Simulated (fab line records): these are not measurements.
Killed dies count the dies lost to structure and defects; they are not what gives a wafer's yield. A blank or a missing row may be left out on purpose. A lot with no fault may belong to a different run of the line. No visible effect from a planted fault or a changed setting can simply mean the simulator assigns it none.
Chamber matching -- flow gf180mcu -- pecvd-04 running GF_V4_CVD_02: 3 sister chambers
The step deposits SiO2 from TEOS, target thk 850 nm, time 94.851 s. 6 wafers are shown with their chamber, then 12 later ones without.

## WAFERS WITH THEIR CHAMBER
wafer,chamber,heater_power_w (W)
L087.5,0,518
L089.4,2,632
L089.6,1,688
L090.4,1,679
L090.5,2,644
L090.6,0,516

## WAFERS MISSING THEIR CHAMBER
wafer,heater_power_w (W)
L092.1,697
L092.3,651
L092.5,535
L095.1,609
L095.3,702
L095.6,514
L097.1,646
L097.2,534
L097.3,535
L097.4,702
L097.5,581
L097.6,607

## THE CHAMBER EACH PASSED THROUGH
wafer,from the rows above,in truth
L092.1,1,1
L092.3,2,2
L092.5,0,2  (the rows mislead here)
L095.1,2,2
L095.3,1,1
L095.6,0,0
L097.1,2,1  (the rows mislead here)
L097.2,0,0
L097.3,0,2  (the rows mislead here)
L097.4,1,1
L097.5,can't be placed: 2 or 0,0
L097.6,2,2
Placed correctly: 8 of 12. Unplaceable from these rows: 1, with the true chamber sitting among the candidates in 1. Wrongly placed: 3.
How it was worked out, from the rows above alone: a wafer's distance from a chamber is the root of the sum, over the readings, of the square of ((its reading less the chamber's mean) divided by the reading's scatter). The wafer belongs to the nearest chamber; if the next one is less than 2 further off, it can't be placed. The mean given for a chamber averages the wafers shown for that chamber. The scatter: the root of (the sum of the squares of (reading less its chamber's mean) over the shown wafers, divided by (wafers less chambers)).
